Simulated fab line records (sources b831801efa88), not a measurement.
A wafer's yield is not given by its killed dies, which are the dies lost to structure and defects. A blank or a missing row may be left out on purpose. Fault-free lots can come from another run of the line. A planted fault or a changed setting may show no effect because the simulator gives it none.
fab line records	flow sky130
[record] lots = 5	wafers = 14	last-day = 51
route steps=708 shown DNWELL@41 PWDE@45 NWELL@56 VT_ADJUST_HVTP@85 PAD_OPEN@708
lots untouched by any fault: they come from a run of this same line in which no faults occurred
start-h: start of the lot's first displayed wafer, in hours after the record's first day	wait-h: hours from the lot's prior step to this one	" repeats the value in the row above	L1.1+2: one row covering several wafers at once	- no value, or no start was given	* or withheld: withheld	< > ~ a bound
route shown NAME@n: NAME is a module with steps in the file, n the number in the route of the first one	usual: mean/standard deviation of fault-free wafers	same: alike in all rows	chamber/n: place in a boat	sites: per-site readings	_std_site: the standard deviation of these	_edge_site: outer sites' mean less inner sites'	radius-mm: how far each site lies from the wafer's centre	mask NAME#n: copy n	behind: the tool/chamber that last shaped the wafer	hold: why the lot was held/for how many hours/how that ended	device: whichever transistor did not switch (one of n, p or np)	end of line: the tests these same wafers got at the end of their route	a step without rows: its recipe alone	killed: dies that structure and defects cost at the first sort, which is not the same as the wafer's yield	map: dies across one wafer; x = killed, . = not, _ = none there
set.NAME: setting as actually run; set.NAME@STEP: the setting as run at that earlier step	model.NAME: the simulator's own value behind a step, which no gauge read
lots seen at some steps along the route; tables by step, rows by wafer
services: a tool's chamber out of use, with start hour (start-h, from the record's first day; less than 0 if before it), hours out, and reason
[[steps]]
[step SKY_DNWELL_DEVELOP_06]
[recipe] wall-angle-deg = 90	developer = TMAH	develop-time-s = 60	dev-temp-c = 23
[step SKY_DNWELL_IMPLANT_07]
[recipe] species = P	energy-kev = withheld	dose-cm2 = withheld	tilt-deg = withheld
[step SKY_DNWELL_STRIP_08]
[recipe] chemistry = O2/N2	power-w = 1400	pressure-mtorr = 1500	platen-temp-c = withheld	o2-flow-sccm = 3000	n2-flow-sccm = 300	overash-fraction = 0.5
[usual] chamber-pressure-mTorr = 1499.9/1.5	drypump-motor-current-A = 5.9/0.47	oes-product-au = 0.722/0.0044	strip-time-to-endpoint-s = 36.91/0.09
lot.wafer	tool	chamber	start-h	wait-h	chamber-pressure-mTorr	drypump-motor-current-A	oes-product-au	rf-hours-counter-h	strip-time-to-endpoint-s
L241.2	plasma-asher-04	0	68.88	0.1	1499.8	6.4	0.722	36	36.77
L241.4	"	1	"	"	1501.3	6.1	0.724	-	36.90
L241.6	"	0	"	"	1501.7	6.4	0.724	-	36.96
L246.4	plasma-asher-04	0	90.98	0.1	1500.8	6.4	0.718	-	37.04
L246.6	"	1	"	"	1498.5	6.1	0.719	-	36.91
L256.1	plasma-asher-01	1	148.88	0.1	1500.5	5.8	0.720	3	37.01
L256.2	"	0	"	"	1499.4	5.0	0.727	3	36.88
L256.4	"	1	"	"	1500.3	5.8	0.728	-	36.95
L257.1	plasma-asher-04	1	156.19	0.1	1499.8	6.1	0.721	44	36.85
L257.2	"	0	"	"	1496.1	6.4	0.716	44	36.87
L257.6	"	1	"	"	1499.9	6.1	0.718	-	36.87
L262.1	plasma-asher-04	1	177.27	0.1	1498.0	6.1	0.719	46	37.08
L262.2	"	0	"	"	1498.2	6.4	0.714	46	37.07
L262.5	"	1	"	"	1501.9	6.1	0.723	-	37.00
[step SKY_DNWELL_TW_MEAS_09]
[usual] DNWELL_TW = 1116/8.1
lot.wafer	tool	chamber	start-h	wait-h	DNWELL_TW
L241.2	film-metro-02	-	68.99	0.1	1111
L241.4	"	-	"	"	1113
L241.6	"	-	"	"	1118
L246.4	film-metro-02	-	91.07	0.1	1129
L246.6	"	-	"	"	1127
L256.1	film-metro-02	-	148.98	0.1	1127
L256.2	"	-	"	"	1123
L256.4	"	-	"	"	1128
L257.1	film-metro-01	-	156.29	0.1	1102
L257.2	"	-	"	"	1110
L257.6	"	-	"	"	1103
L262.1	film-metro-02	-	177.37	0.1	1121
L262.2	"	-	"	"	1115
L262.5	"	-	"	"	1116
[step SKY_PWDE_DEHYDRATE_00]
[recipe] temp-c = 200	time-s = 60
[step SKY_PWDE_HMDS_01]
[recipe] prime-time-s = 60	prime-temp-c = 120
[step SKY_PWDE_COAT_02]
[recipe] spin-rpm = 2000	resist-thk-nm = 3000
[step SKY_PWDE_SOFTBAKE_03]
[recipe] temp-c = 110	time-s = withheld
[step SKY_PWDE_EXPOSE_04]
[recipe] mask-id = PWDEM	na = 0.6	source-shape = conventional	sigma-outer = 0.6	polarization = unpolarized	target-cd-nm = 840	dose-mj = 214
[step SKY_PWDE_PEB_05]
[recipe] temp-c = 115	time-s = withheld
[step SKY_PWDE_DEVELOP_06]
[recipe] wall-angle-deg = 90	developer = TMAH	develop-time-s = 60	dev-temp-c = 23
[step SKY_PWDE_OVL_MEAS_07]
[usual] PWDE_OVL = 0.7/1.4
lot.wafer	tool	chamber	start-h	wait-h	PWDE_OVL[nm]
L241.2	overlay-02	-	86.47	-	-0.9
L241.4	"	-	"	"	0.6
L241.6	"	-	"	"	-0.2
L246.4	overlay-02	-	109.68	-	-0.8
L246.6	"	-	"	"	0.1
L256.1	overlay-01	-	170.04	-	0.5
L256.2	"	-	"	"	-0.3
L256.4	"	-	"	"	0.4
L257.1	overlay-02	-	177.59	-	-0.7
L257.2	"	-	"	"	-1.5
L257.6	"	-	"	"	-3.3
L262.1	overlay-01	-	199.47	-	2.1
L262.2	"	-	"	"	1.6
L262.5	"	-	"	"	0.3
[step SKY_PWDE_IMPLANT_08]
[recipe] species = B	energy-kev = 150	dose-cm2 = 3.6e+12	tilt-deg = withheld
lot.wafer	tool	chamber	start-h	wait-h
L241.2+4+6	implanter-04	0	86.53	0.0
L246.4+6	implanter-04	0	109.78	0.1
L256.1+2+4	implanter-02	0	170.08	0.0
L257.1+2+6	implanter-02	0	177.63	0.0
L262.1+2+5	implanter-04	0	199.50	0.0
[step SKY_PWDE_STRIP_09]
[recipe] chemistry = O2/N2	power-w = 1400	pressure-mtorr = 1500	platen-temp-c = withheld	o2-flow-sccm = 3000	n2-flow-sccm = 300	overash-fraction = 0.5
[usual] chamber-pressure-mTorr = 1500.1/1.2	drypump-motor-current-A = 5.6/0.5	oes-product-au = 0.722/0.0047	strip-time-to-endpoint-s = 36.89/0.11
lot.wafer	tool	chamber	start-h	wait-h	chamber-pressure-mTorr	drypump-motor-current-A	oes-product-au	rf-hours-counter-h	strip-time-to-endpoint-s
L241.2	plasma-asher-01	1	86.65	0.1	1499.8	5.9	0.725	42	36.77
L241.4	"	1	"	"	1501.5	5.8	0.720	-	36.93
L241.6	"	1	"	"	1496.6	5.8	0.726	-	36.95
L246.4	plasma-asher-02	0	109.89	0.1	1500.6	5.4	0.720	-	36.90
L246.6	"	0	"	"	1500.2	5.5	0.724	-	36.78
L256.1	plasma-asher-04	1	170.23	0.1	1497.5	6.1	0.724	45	36.82
L256.2	"	0	"	"	1501.4	6.4	0.721	45	36.85
L256.4	"	0	"	"	1500.4	6.4	0.722	-	36.84
L257.1	plasma-asher-01	0	177.78	0.1	1501.0	5.0	0.715	6	37.10
L257.2	"	1	"	"	1499.7	5.8	0.724	6	36.99
L257.6	"	1	"	"	1499.9	5.9	0.724	-	36.88
L262.1	plasma-asher-04	0	199.65	0.1	1500.8	6.4	0.715	48	36.89
L262.2	"	1	"	"	1500.8	6.1	0.728	48	36.78
L262.5	"	0	"	"	1501.4	6.4	0.724	-	36.84
[step SKY_PWDE_TW_MEAS_10]
[usual] PWDE_TW = 375.2/2.1
lot.wafer	tool	chamber	start-h	wait-h	PWDE_TW
L241.2	film-metro-02	-	86.76	0.1	377.2
L241.4	"	-	"	"	379.0
L241.6	"	-	"	"	378.8
L246.4	film-metro-02	-	109.98	0.1	378.1
L246.6	"	-	"	"	369.8
L256.1	film-metro-03	-	170.33	0.1	375.4
L256.2	"	-	"	"	375.6
L256.4	"	-	"	"	377.1
L257.1	film-metro-02	-	177.88	0.1	375.4
L257.2	"	-	"	"	374.2
L257.6	"	-	"	"	374.6
L262.1	film-metro-02	-	199.75	0.1	375.3
L262.2	"	-	"	"	374.4
L262.5	"	-	"	"	374.3
[step SKY_NWELL_DEHYDRATE_03]
[recipe] temp-c = 200	time-s = 60
[step SKY_NWELL_HMDS_04]
[recipe] prime-time-s = 60	prime-temp-c = 120
[step SKY_NWELL_COAT_05]
[recipe] spin-rpm = 2000	resist-thk-nm = 3000
[step SKY_NWELL_SOFTBAKE_06]
[recipe] temp-c = 110	time-s = withheld
[step SKY_NWELL_EXPOSE_07]
[recipe] mask-id = NWM	na = 0.6	source-shape = conventional	sigma-outer = 0.6	polarization = unpolarized	target-cd-nm = 840	dose-mj = 255
[step SKY_NWELL_PEB_08]
[recipe] temp-c = 115	time-s = withheld
[step SKY_NWELL_DEVELOP_09]
[recipe] wall-angle-deg = 90	developer = TMAH	develop-time-s = 60	dev-temp-c = 23
[step SKY_NWELL_OVL_MEAS_10]
[usual] NWELL_00_OVL = -0.9/1.2
lot.wafer	tool	chamber	start-h	wait-h	NWELL_00_OVL[nm]
L241.2	overlay-01	-	104.98	-	0.1
L241.4	"	-	"	"	0.0
L241.6	"	-	"	"	-0.5
L246.4	overlay-02	-	128.36	-	-1.5
L246.6	"	-	"	"	-0.3
L256.1	overlay-01	-	192.34	-	-1.4
L256.2	"	-	"	"	0.5
L256.4	"	-	"	"	-0.9
L257.1	overlay-01	-	199.93	-	-2.0
L257.2	"	-	"	"	-0.6
L257.6	"	-	"	"	-1.6
L262.1	overlay-01	-	221.59	-	-1.8
L262.2	"	-	"	"	-3.4
L262.5	"	-	"	"	-3.7
[step SKY_NWELL_IMPLANT_11]
[recipe] species = P	energy-kev = 400	dose-cm2 = 1.9e+13	tilt-deg = withheld
[step SKY_NWELL_IMPLANT_12]
[recipe] species = P	energy-kev = 120	dose-cm2 = 1.3e+12	tilt-deg = withheld
[step SKY_NWELL_IMPLANT_13]
[recipe] species = P	energy-kev = 50	dose-cm2 = 7e+11	tilt-deg = withheld
[step SKY_NWELL_STRIP_14]
[recipe] chemistry = O2/N2	power-w = 1400	pressure-mtorr = 1500	platen-temp-c = withheld	o2-flow-sccm = 3000	n2-flow-sccm = 300	overash-fraction = 0.5
[usual] chamber-pressure-mTorr = 1499.8/1.5	drypump-motor-current-A = 5.5/0.4	oes-product-au = 0.723/0.0047	strip-time-to-endpoint-s = 36.87/0.12
lot.wafer	tool	chamber	start-h	wait-h	chamber-pressure-mTorr	drypump-motor-current-A	oes-product-au	rf-hours-counter-h	strip-time-to-endpoint-s
L241.2	plasma-asher-03	1	105.46	0.1	1497.6	6.1	0.728	36	36.91
L241.4	"	1	"	"	1501.2	6.1	0.718	-	36.91
L241.6	"	1	"	"	1503.4	6.1	0.724	-	36.89
L246.4	plasma-asher-01	0	128.96	0.1	1501.8	5.0	0.724	-	36.70
L246.6	"	1	"	"	1499.1	5.8	0.726	-	36.79
L256.1	plasma-asher-03	0	192.83	0.1	1502.8	5.4	0.717	44	36.97
L256.2	"	1	"	"	1500.1	6.1	0.724	44	36.87
L256.4	"	0	"	"	1497.7	5.4	0.725	-	36.88
L257.1	plasma-asher-01	0	200.41	0.1	1499.7	5.0	0.721	8	36.88
L257.2	"	1	"	"	1500.1	5.9	0.721	8	36.84
L257.6	"	1	"	"	1498.3	5.8	0.716	-	36.78
L262.1	plasma-asher-01	1	222.08	0.1	1498.5	5.8	0.722	11	36.88
L262.2	"	0	"	"	1499.3	5.0	0.723	11	36.91
L262.5	"	1	"	"	1500.0	5.8	0.731	-	36.80
[step SKY_NWELL_TW_MEAS_15]
[usual] NWELL_TW = 1828/12
lot.wafer	tool	chamber	start-h	wait-h	NWELL_TW
L241.2	film-metro-02	-	105.57	0.1	1847
L241.4	"	-	"	"	1842
L241.6	"	-	"	"	1845
L246.4	film-metro-02	-	129.06	0.1	1820
L246.6	"	-	"	"	1824
L256.1	film-metro-03	-	192.93	0.1	1823
L256.2	"	-	"	"	1806
L256.4	"	-	"	"	1816
L257.1	film-metro-01	-	200.51	0.1	1813
L257.2	"	-	"	"	1818
L257.6	"	-	"	"	1816
L262.1	film-metro-03	-	222.18	0.1	1835
L262.2	"	-	"	"	1824
L262.5	"	-	"	"	1828
[step SKY_NWELL_DEHYDRATE_16]
[recipe] temp-c = 200	time-s = 60
[step SKY_NWELL_HMDS_17]
[recipe] prime-time-s = 60	prime-temp-c = 120
[step SKY_NWELL_COAT_18]
[recipe] spin-rpm = 2000	resist-thk-nm = 3000
[step SKY_NWELL_SOFTBAKE_19]
[recipe] temp-c = 110	time-s = withheld
[step SKY_NWELL_EXPOSE_20]
[recipe] mask-id = NWM_COMPLEMENT	na = 0.6	source-shape = conventional	sigma-outer = 0.6	polarization = unpolarized	target-cd-nm = 840	dose-mj = 260
[step SKY_NWELL_PEB_21]
[recipe] temp-c = 115	time-s = withheld
[step SKY_NWELL_DEVELOP_22]
[recipe] wall-angle-deg = 90	developer = TMAH	develop-time-s = 60	dev-temp-c = 23
[step SKY_NWELL_OVL_MEAS_23]
[usual] NWELL_01_OVL = 0.6/1.2
lot.wafer	tool	chamber	start-h	wait-h	NWELL_01_OVL[nm]
L241.2	overlay-02	-	124.23	-	0.6
L241.4	"	-	"	"	1.9
L241.6	"	-	"	"	1.6
L246.4	overlay-02	-	148.39	-	2.3
L246.6	"	-	"	"	0.6
L256.1	overlay-01	-	214.44	-	0.3
L256.2	"	-	"	"	1.1
L256.4	"	-	"	"	-1.3
L257.1	overlay-02	-	222.29	-	0.8
L257.2	"	-	"	"	1.6
L257.6	"	-	"	"	1.0
L262.1	overlay-02	-	244.84	-	0.3
L262.2	"	-	"	"	0.6
L262.5	"	-	"	"	-1.7
[step SKY_NWELL_IMPLANT_24]
[recipe] species = B	energy-kev = 140	dose-cm2 = 9.2e+12	tilt-deg = withheld
[step SKY_NWELL_STRIP_25]
[recipe] chemistry = O2/N2	power-w = 1400	pressure-mtorr = 1500	platen-temp-c = withheld	o2-flow-sccm = 3000	n2-flow-sccm = 300	overash-fraction = 0.5
[usual] chamber-pressure-mTorr = 1500.0/1.5	drypump-motor-current-A = 5.5/0.39	oes-product-au = 0.722/0.0045	strip-time-to-endpoint-s = 36.91/0.1
lot.wafer	tool	chamber	start-h	wait-h	chamber-pressure-mTorr	drypump-motor-current-A	oes-product-au	rf-hours-counter-h	strip-time-to-endpoint-s
L241.2	plasma-asher-01	1	124.41	0.1	1499.3	5.9	0.727	1	36.73
L241.4	"	0	"	"	1500.5	5.0	0.722	-	36.84
L241.6	"	0	"	"	1501.5	5.0	0.725	-	36.81
L246.4	plasma-asher-02	1	148.60	0.1	1498.9	5.2	0.718	-	37.00
L246.6	"	1	"	"	1499.0	5.2	0.727	-	36.95
L256.1	plasma-asher-02	1	214.63	0.1	1502.0	5.2	0.718	41	36.89
L256.2	"	0	"	"	1502.2	5.4	0.718	41	36.90
L256.4	"	1	"	"	1499.1	5.2	0.718	-	36.90
L257.1	plasma-asher-03	0	222.48	0.1	1499.3	5.4	0.718	48	37.04
L257.2	"	1	"	"	1502.8	6.1	0.723	48	36.94
L257.6	"	0	"	"	1501.9	5.3	0.725	-	37.02
L262.1	plasma-asher-01	1	245.03	0.1	1500.0	5.8	0.718	13	36.78
L262.2	"	0	"	"	1501.3	5.0	0.715	13	36.81
L262.5	"	0	"	"	1498.1	5.0	0.722	-	36.73
[step SKY_NWELL_TW_MEAS_26]
[usual] NWELL_2_TW = 497/3.1
lot.wafer	tool	chamber	start-h	wait-h	NWELL_2_TW
L241.2	film-metro-02	-	124.52	0.1	497
L241.4	"	-	"	"	499
L241.6	"	-	"	"	499
L246.4	film-metro-03	-	148.69	0.1	498
L246.6	"	-	"	"	500
L256.1	film-metro-03	-	214.73	0.1	496
L256.2	"	-	"	"	496
L256.4	"	-	"	"	496
L257.1	film-metro-03	-	222.58	0.1	496
L257.2	"	-	"	"	497
L257.6	"	-	"	"	498
L262.1	film-metro-02	-	245.13	0.1	502
L262.2	"	-	"	"	501
L262.5	"	-	"	"	499
[step SKY_NWELL_CLEAN_27]
[recipe] chemistry = SC1/SC2	mix = 1:4:20	temp-c = 70	time-s = 150	dry = n2-spin
[step SKY_NWELL_RTA_28]
[recipe] temp-c = 1050	time-s = 30	idle-temp-c = 650	ramp-up-c-per-s = 150	ramp-down-c-per-s = 90	ambient = N2
[usual] lamp-power-pct = 25.30/0.058	wafer_temp_C_max = 1054.8/0.96
lot.wafer	tool	chamber	start-h	wait-h	lamp-power-pct	wafer_temp_C_max
L241.2	rtp-anneal-02	0	124.64	0.0	25.36	1054.1
L241.4	"	0	"	"	25.22	1054.1
L241.6	"	0	"	"	25.41	1054.8
L246.4	rtp-anneal-02	0	148.82	0.1	25.36	1055.1
L246.6	"	0	"	"	25.33	1054.1
L256.1	rtp-anneal-02	0	214.84	0.0	25.20	1055.3
L256.2	"	0	"	"	25.30	1054.8
L256.4	"	0	"	"	25.17	1056.1
L257.1	rtp-anneal-01	0	222.69	0.0	25.32	1054.3
L257.2	"	0	"	"	25.30	1053.6
L257.6	"	0	"	"	25.25	1053.7
L262.1	rtp-anneal-01	0	245.24	0.0	25.42	1054.6
L262.2	"	0	"	"	25.30	1054.2
L262.5	"	0	"	"	25.25	1056.1
[step SKY_NWELL_RS_MEAS_29]
[recipe] thk-meas-gauge = four-point-probe
[usual] NWELL_RS = 624.2/1.9
lot.wafer	tool	chamber	start-h	wait-h	NWELL_RS[ohm/sq]
L241.2	film-metro-01	-	124.74	0.1	624.1
L241.4	"	-	"	"	625.0
L241.6	"	-	"	"	624.8
L246.4	film-metro-01	-	148.93	0.1	623.9
L246.6	"	-	"	"	624.6
L256.1	film-metro-02	-	214.94	0.1	623.6
L256.2	"	-	"	"	623.2
L256.4	"	-	"	"	623.8
L257.1	film-metro-02	-	222.79	0.1	620.4
L257.2	"	-	"	"	622.7
L257.6	"	-	"	"	622.1
L262.1	film-metro-03	-	245.34	0.1	622.0
L262.2	"	-	"	"	625.1
L262.5	"	-	"	"	623.2
[step SKY_NWELL_RS_MEAS_31]
[recipe] thk-meas-gauge = four-point-probe
[usual] PWDE_RS = 5274/16
lot.wafer	tool	chamber	start-h	wait-h	hold	PWDE_RS[ohm/sq]
L241.2	film-metro-01	-	124.98	0.1	-	5269
L241.4	"	-	"	"	-	5245
L241.6	"	-	"	"	-	5261
L246.4	film-metro-01	-	149.17	0.1	await-dispo/0.2h/release	5260
L246.6	"	-	"	"	await-dispo/0.2h/release	5586
L246.4	film-metro-01	-	149.46	0.3	-	5256
L246.6	"	-	"	"	-	5596
L256.1	film-metro-02	-	215.18	0.1	-	5288
L256.2	"	-	"	"	-	5274
L256.4	"	-	"	"	-	5280
L257.1	film-metro-02	-	223.03	0.1	-	5251
L257.2	"	-	"	"	-	5259
L257.6	"	-	"	"	-	5242
L262.1	film-metro-03	-	245.58	0.1	-	5302
L262.2	"	-	"	"	-	5295
L262.5	"	-	"	"	-	5287
[step SKY_VT_ADJUST_HVTP_DEHYDRATE_00]
[recipe] temp-c = 200	time-s = 60
lot.wafer	tool	chamber	start-h	wait-h	hold
L241.2+4+6	litho-track-02	0	134.04	9.0	-
L246.4+6	litho-track-04	0	159.37	9.9	await-dispo/1.1h/release
L256.1+2+4	litho-track-01	0	225.68	10.5	-
L257.1+2+6	litho-track-02	0	234.77	11.7	-
L262.1+2+5	litho-track-01	0	257.28	11.7	-
[step SKY_PAD_OPEN_PROBE_99]
[usual] killed_at_M0_to_M3 = 44/7.2	killed_at_M4_up = 2.9/1.8	killed-at-contacts = 24/5.2	killed-at-front-end = 15/4	killed-at-other = 0.2/0.49	killed-dies = 85/9.1	killed-open = 47/6.8	killed-short = 38/5.7
[same] gross-dies = 492	killed-at-back-side = 0
lot.wafer	tool	chamber	start-h	wait-h	killed_at_M0_to_M3	killed_at_M4_up	killed-at-contacts	killed-at-front-end	killed-at-other	killed-dies	killed-open	killed-short	model.etest.res_p_drift_20v.line-ohm-um	model.etest.res_p_drift_20v.rs-ohm-sq	model.etest.res-pwde-under-gate.rs-ohm-sq
L241.2	prober-02	-	1123.85	0.1	46	4	24	9	0	83	49	34	1.133e+04	9569	6136
L241.4	prober-02	-	1123.95	0.2	45	2	31	15	0	93	49	44	1.16e+04	9790	6112
L241.6	prober-02	-	1124.05	0.2	39	2	21	19	0	81	40	41	1.167e+04	9778	6126
L246.4	prober-02	-	1136.57	0.2	58	2	25	13	1	99	54	45	1.098e+04	9199	6238
L246.6	prober-02	-	1136.67	0.2	36	4	30	19	1	90	52	38	1.266e+04	1.072e+04	7171
L256.1	prober-01	-	1195.17	0.1	43	7	29	8	1	88	42	46	1.181e+04	1.004e+04	6183
L256.2	prober-01	-	1195.22	0.1	34	2	15	21	0	72	45	27	1.157e+04	9689	6136
L256.4	prober-01	-	1195.32	0.2	42	3	13	13	0	71	40	31	1.21e+04	1.013e+04	6134
L257.1	prober-02	-	1198.71	0.1	40	2	26	25	0	93	50	43	1.026e+04	8440	6053
L257.2	prober-02	-	1198.76	0.1	50	5	31	18	0	104	59	45	1.024e+04	8624	6052
L257.6	prober-02	-	1198.96	0.2	36	1	29	19	0	85	54	31	1.041e+04	8678	6014
L262.1	prober-01	-	1213.78	0.1	47	6	22	10	1	86	46	40	1.27e+04	1.049e+04	6134
L262.2	prober-01	-	1213.83	0.1	50	4	30	13	0	97	48	49	1.171e+04	9848	6159
L262.5	prober-01	-	1213.98	0.2	52	7	24	12	0	95	59	36	1.162e+04	9667	6172
// killed by level:class
L241.2 VIA1:geometric-particle:open=12 LI_CONTACT:geometric-particle:open=8 VIA2:geometric-particle:open=8 CONTACT:geometric-particle:open=7 METAL1:geometric-particle:short=6 VIA3:geometric-particle:open=5 LOCAL_INTERCONNECT:geometric-particle:short=4 VIA1:geometric-particle:short=4
L241.4 CONTACT:geometric-particle:open=15 VIA1:geometric-particle:open=7 VIA2:geometric-particle:open=7 CONTACT:geometric-particle:short=6 METAL1:geometric-particle:short=6 VIA3:geometric-particle:open=6 LOCAL_INTERCONNECT:geometric-particle:short=5 VIA1:geometric-particle:short=5
L241.6 CONTACT:geometric-particle:open=8 VIA1:geometric-particle:open=8 FIELD_ISO:geometric-particle:short=7 VIA1:geometric-particle:short=6 VIA3:geometric-particle:open=6 POLY_GATE:geometric-particle:short=5 METAL1:geometric-particle:short=5 LI_CONTACT:geometric-particle:open=4
L246.4 VIA2:geometric-particle:open=10 VIA1:geometric-particle:open=10 CONTACT:geometric-particle:open=10 VIA3:geometric-particle:open=10 CONTACT:geometric-particle:short=6 METAL1:geometric-particle:short=6 METAL2:geometric-particle:short=6 VIA2:geometric-particle:short=6
L246.6 LI_CONTACT:geometric-particle:open=11 CONTACT:geometric-particle:open=11 METAL1:geometric-particle:short=6 VIA1:geometric-particle:open=6 FIELD_ISO:geometric-particle:open=5 VIA1:geometric-particle:short=5 METAL2:geometric-particle:short=5 METAL3:geometric-particle:short=5
L256.1 CONTACT:geometric-particle:open=10 VIA1:geometric-particle:open=8 VIA3:geometric-particle:open=8 CONTACT:geometric-particle:short=7 LOCAL_INTERCONNECT:geometric-particle:short=6 METAL2:geometric-particle:short=5 METAL1:geometric-particle:short=5 VIA2:geometric-particle:open=5
L256.2 CONTACT:geometric-particle:open=10 VIA3:geometric-particle:open=8 POLY_GATE:geometric-particle:open=7 FIELD_ISO:geometric-particle:short=6 VIA1:geometric-particle:open=6 VIA2:geometric-particle:open=5 FIELD_ISO:geometric-particle:open=4 LOCAL_INTERCONNECT:geometric-particle:short=4
L256.4 VIA3:geometric-particle:open=11 VIA1:geometric-particle:open=9 FIELD_ISO:geometric-particle:short=7 VIA2:geometric-particle:open=7 METAL2:geometric-particle:short=7 CONTACT:geometric-particle:open=6 METAL1:geometric-particle:short=4 METAL4:geometric-particle:short=3
L257.1 CONTACT:geometric-particle:open=12 VIA1:geometric-particle:open=9 VIA3:geometric-particle:open=9 FIELD_ISO:geometric-particle:open=6 FIELD_ISO:geometric-particle:short=5 POLY_GATE:geometric-particle:short=5 CONTACT:geometric-particle:short=5 POLY_CUT:geometric-particle:short=5
L257.2 VIA1:geometric-particle:open=13 LI_CONTACT:geometric-particle:open=10 CONTACT:geometric-particle:open=9 CONTACT:geometric-particle:short=7 METAL1:geometric-particle:short=7 VIA2:geometric-particle:open=6 METAL2:geometric-particle:open=5 VIA3:geometric-particle:short=5
L257.6 CONTACT:geometric-particle:open=13 VIA1:geometric-particle:open=13 VIA3:geometric-particle:open=7 LI_CONTACT:geometric-particle:open=6 CONTACT:geometric-particle:short=5 POLY_GATE:geometric-particle:open=4 VIA2:geometric-particle:open=4 FIELD_ISO:geometric-particle:short=3
L262.1 CONTACT:geometric-particle:open=9 VIA1:geometric-particle:open=9 VIA3:geometric-particle:open=9 METAL2:geometric-particle:short=7 CONTACT:geometric-particle:short=6 VIA1:geometric-particle:short=4 POLY_GATE:geometric-particle:short=4 METAL1:geometric-particle:short=4
L262.2 CONTACT:geometric-particle:open=14 VIA2:geometric-particle:open=8 METAL2:geometric-particle:short=8 CONTACT:geometric-particle:short=7 METAL1:geometric-particle:short=6 VIA1:geometric-particle:open=6 FIELD_ISO:geometric-particle:open=5 VIA1:geometric-particle:short=5
L262.5 CONTACT:geometric-particle:open=12 VIA1:geometric-particle:open=9 VIA3:geometric-particle:open=8 METAL1:geometric-particle:short=7 VIA2:geometric-particle:open=6 METAL2:geometric-particle:short=6 LI_CONTACT:geometric-particle:open=5 METAL4:geometric-particle:short=4
[[services]]
tool	chamber	start-h	hours	kind
plasma-asher-03	-	69.10	0.9	repair
implanter-02	-	77.05	5.1	pm
rtp-anneal-01	-	85.51	4.8	pm
implanter-02	-	98.30	71.4	pm
plasma-asher-01	-	108.75	9.0	pm
plasma-asher-01	0	108.75	9.0	vent-cycle
plasma-asher-01	1	108.75	9.0	vent-cycle
plasma-asher-01	0	117.75	-	clean
plasma-asher-01	1	117.75	-	clean
implanter-04	-	161.18	2.4	pm
plasma-asher-02	-	181.92	0.7	repair
plasma-asher-02	-	197.13	12.9	repair
implanter-04	-	210.68	19.3	pm
implanter-04	-	238.25	2.0	repair
rtp-anneal-02	-	239.91	1.0	pm
rtp-anneal-02	-	243.70	2.2	repair
implanter-04	-	250.15	6.0	repair
[[key]]
[first-sign] step = SKY_NWELL_RS_MEAS_31	reading = PWDE_RS	direction = up	sigmas = 19	usual = 5274	struck = 5586
[effect] step = SKY_NWELL_RS_MEAS_31	reading = hold	direction = added
[model-effect] step = SKY_PAD_OPEN_PROBE_99	value = etest.res_p_drift_20v.line-ohm-um	without = 1.11e+04	struck = 1.266e+04
met-at SKY_PWDE_IMPLANT_08
struck-wafers L246.6
tester-left-out L246
onset-between 86.53 109.78
[fault] kind = process-parameter-drift	tool = implanter-04	chamber = -	onset-h = 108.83	steps = SKY_PWDE_IMPLANT_08	channel = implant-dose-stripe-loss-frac	offset = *	shape = step	end-h = 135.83	scope = struck-wafers-only
// tester-left-out: of these lots the tester's yield and bins aren't shown, on N5 and GAA mostly nor the transistor test; their killed dies are dies lost to structure and defects alone, not to doping, threshold or leakage, so they don't give the yield
